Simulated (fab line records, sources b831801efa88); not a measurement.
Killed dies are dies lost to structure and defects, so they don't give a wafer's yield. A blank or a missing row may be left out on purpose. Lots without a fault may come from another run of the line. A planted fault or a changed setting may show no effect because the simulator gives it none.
Which tool did it? | flow gf180mcu | 10 lots, 29 wafers sampled, at 6 steps of a route of 602

WHAT THE GAUGES READ, wafer by wafer
GF_V4_RS_MEAS_24: measures by four-point-probe.
lot  | measured     | on            | V4_W_RS (ohm/sq)
L408 | day 24 08:14 | film_metro-03 | 0.331 0.328 0.339
L412 | day 26 10:59 | film_metro-01 | 0.329 0.327 0.329
L414 | day 27 01:43 | film_metro-02 | 0.335 0.334 0.331
L416 | day 28 01:50 | film_metro-03 | 0.342 0.339 0.330
L417 | day 28 09:44 | film_metro-03 | 0.329 0.329 0.332
L422 | day 29 09:05 | film_metro-02 | 0.329 0.328 0.333
L423 | day 29 18:16 | film_metro-03 | 0.330 0.330 0.331
L427 | day 30 16:27 | film_metro-03 | 0.234 0.233 0.234 0.233
L428 | day 31 02:58 | film_metro-01 | 0.230 0.231 0.231 0.231 0.231 0.231
L429 | day 31 05:47 | film_metro-01 | 0.229 0.230 0.233 0.229 0.229 0.232

GF_V4_THK_MEAS_25: measures by xrf.
lot  | measured     | on            | V4_W_THK (nm)
L408 | day 24 08:21 | film_metro-03 | 361 363 350
L412 | day 26 11:06 | film_metro-01 | 347 348 348
L414 | day 27 01:50 | film_metro-02 | 343 346 349
L416 | day 28 01:56 | film_metro-03 | 338 341 352
L417 | day 28 09:51 | film_metro-03 | 352 351 350
L422 | day 29 09:11 | film_metro-02 | 346 346 341
L423 | day 29 18:23 | film_metro-03 | 360 359 358
L427 | day 30 20:04 | film_metro-03 | 509 515 510 515
L428 | day 31 04:38 | film_metro-01 | 496 495 492 494 496 495
L429 | day 31 08:44 | film_metro-01 | 495 498 490 500 497 492

WHICH TOOL RAN EACH LOT (tool, then ch and the chambers of the sampled wafers, then the start)
lot  | GF_M4_STRIP_17                       | GF_V4_ETCH_16                      | GF_V4_ETCH_17                                 | GF_V4_CVD_23
L408 | plasma_asher-03 ch 0,1, day 23 07:05 | rie_diel-03 ch 1,2,3, day 24 07:18 | rie_diel-03 ch 1,2,3, day 24 08:06 or earlier | cvd_w-02 ch 0,1, day 24 08:06
L412 | plasma_asher-02 ch 1, day 25 11:29   | rie_diel-01 ch 0,1,2, day 26 10:06 | rie_diel-01 ch 0,1,2, day 26 10:52 or earlier | cvd_w-01 ch 1, day 26 10:52
L414 | plasma_asher-02 ch 0, day 26 02:47   | rie_diel-01 ch 0,1,3, day 27 00:51 | rie_diel-01 ch 0,1,3, day 27 01:37 or earlier | cvd_w-01 ch 0,1, day 27 01:37
L416 | plasma_asher-02 ch 0,1, day 27 03:17 | rie_diel-01 ch 1,2, day 28 00:54   | rie_diel-01 ch 1,2, day 28 01:42 or earlier   | cvd_w-02 ch 0,1, day 28 01:42
L417 | plasma_asher-01 ch 0,1, day 27 11:29 | rie_diel-01 ch 1,2,3, day 28 08:42 | rie_diel-01 ch 1,2,3, day 28 09:32 or earlier | cvd_w-01 ch 0, day 28 09:32
L422 | plasma_asher-03 ch 0,1, day 28 11:05 | rie_diel-04 ch 0,1,3, day 29 08:11 | rie_diel-04 ch 0,1,3, day 29 08:59 or earlier | cvd_w-01 ch 0,1, day 29 08:59
L423 | plasma_asher-03 ch 0, day 28 21:25   | rie_diel-01 ch 0,2, day 29 17:21   | rie_diel-01 ch 0,2, day 29 18:08 or earlier   | cvd_w-01 ch 1, day 29 18:08
L427 | plasma_asher-02 ch 1, day 29 20:28   | rie_diel-03 ch 0,3, day 30 15:33   | rie_diel-03 ch 0,3, day 30 16:19 or earlier   | cvd_w-01 ch 0, day 30 16:19
L428 | plasma_asher-02 ch 0,1, day 30 06:53 | rie_diel-04 ch 0,2, day 31 02:01   | rie_diel-04 ch 0,2, day 31 02:50 or earlier   | cvd_w-01 ch 0,1, day 31 02:50
L429 | plasma_asher-03 ch 0,1, day 30 09:25 | rie_diel-04 ch 0,2,3, day 31 04:51 | rie_diel-04 ch 0,2,3, day 31 05:39 or earlier | cvd_w-01 ch 0, day 31 05:39
- GF_M4_STRIP_17: strips in O2/N2.
- GF_V4_ETCH_16: etches BARC in N2/H2.
- GF_V4_ETCH_17: etches SiO2 in C4F8/O2/Ar, stops on TiN, target depth 630 nm.
- GF_V4_CVD_23: deposits W, target thk 350 nm, time 104.9 s.

WHAT THE TOOLS THEMSELVES READ (means of the sampled wafers that have a number; where no wafer has one, the mark that the record gives instead)
GF_M4_STRIP_17.
lot  | tool            | drypump_motor_current_A (A) | heater_power_w (W) | oes_product_au (a.u.) | strip_time_to_endpoint_s (s)
L408 | plasma_asher-03 | 6.4                         | 343                | 0.557                 | 7.82
L412 | plasma_asher-02 | 6.5                         | 309                | 0.555                 | 7.84
L414 | plasma_asher-02 | 5.7                         | 309                | 0.556                 | 7.79
L416 | plasma_asher-02 | 6.2                         | 306                | 0.557                 | 7.88
L417 | plasma_asher-01 | 5.6                         | 322                | 0.560                 | 7.87
L422 | plasma_asher-03 | 6.1                         | 327                | 0.556                 | 7.91
L423 | plasma_asher-03 | 5.7                         | 311                | 0.557                 | 7.89
L427 | plasma_asher-02 | 6.5                         | 306                | 0.551                 | 7.88
L428 | plasma_asher-02 | 6.2                         | 306                | 0.562                 | 7.90
L429 | plasma_asher-03 | 6.4                         | 340                | 0.552                 | 7.83

GF_V4_ETCH_16.
lot  | tool        | drypump_motor_current_A (A) | oes_product_au (a.u.) | throttle_valve_pct (%)
L408 | rie_diel-03 | 5.6                         | 0.854                 | 13.222
L412 | rie_diel-01 | 6.1                         | 0.853                 | 13.231
L414 | rie_diel-01 | 5.8                         | 0.850                 | 13.218
L416 | rie_diel-01 | 6.1                         | 0.859                 | 13.224
L417 | rie_diel-01 | 5.9                         | 0.854                 | 13.239
L422 | rie_diel-04 | 5.3                         | 0.851                 | 13.219
L423 | rie_diel-01 | 6.2                         | 0.854                 | 13.228
L427 | rie_diel-03 | 5.8                         | 0.851                 | 13.221
L428 | rie_diel-04 | 5.6                         | 0.855                 | 13.226
L429 | rie_diel-04 | 5.5                         | 0.852                 | 13.218

GF_V4_ETCH_17.
lot  | tool        | oes_product_au (a.u.)
L408 | rie_diel-03 | 0.852
L412 | rie_diel-01 | 0.854
L414 | rie_diel-01 | 0.858
L416 | rie_diel-01 | 0.853
L417 | rie_diel-01 | 0.852
L422 | rie_diel-04 | 0.859
L423 | rie_diel-01 | 0.857
L427 | rie_diel-03 | 0.856
L428 | rie_diel-04 | 0.857
L429 | rie_diel-04 | 0.853

GF_V4_CVD_23.
lot  | tool     | heater_power_w (W)
L408 | cvd_w-02 | 957
L412 | cvd_w-01 | 855
L414 | cvd_w-01 | 822
L416 | cvd_w-02 | 985
L417 | cvd_w-01 | 808
L422 | cvd_w-01 | 842
L423 | cvd_w-01 | 850
L427 | cvd_w-01 | 814
L428 | cvd_w-01 | 854
L429 | cvd_w-01 | 822

THE ANSWER, worked out from the rows above alone
Rule: what is usual is taken from the lots themselves. Put in order of their means at a reading, lots are off if they are a third of the lots or fewer, leave a main group of 4 or more, and stand apart from it by a gap of 3 or more times the standard deviation of the main group's means; of several such gaps the widest counts. A main group whose means are all the same, to the digits that the tables above print for the reading, isn't used. A lot without any number at a reading at which 4 lots or more have one is off too. The other lots that the step has rows for count as sound. The gauges are gone through in route order, then the tools' own readings, and for those a lot's mean is taken as printed above. The first step at which some lot is off is used, and at that step the reading that is off furthest; a lot without a number counts as furthest.
Off: L427, L428, L429, at GF_V4_RS_MEAS_24 (V4_W_RS). The main group: mean 0.332 ohm/sq, standard deviation 0.0027.
A tool fits if, at a process step before that reading, it ran every lot that is off, and no sound lot after the first of them. The gauges at GF_V4_RS_MEAS_24 are tried like those tools. GF_V4_ETCH_17 gives no start for some lots, so the hours and the order of its lots are those of GF_V4_CVD_23. One fits: cvd_w-01 at GF_V4_CVD_23. Its last sound lot is L423 (day 29 18:08), its first lot that is off L427 (day 30 16:19): a fault that began between those two fits.

WHAT THE SIMULATOR HAD PUT IN
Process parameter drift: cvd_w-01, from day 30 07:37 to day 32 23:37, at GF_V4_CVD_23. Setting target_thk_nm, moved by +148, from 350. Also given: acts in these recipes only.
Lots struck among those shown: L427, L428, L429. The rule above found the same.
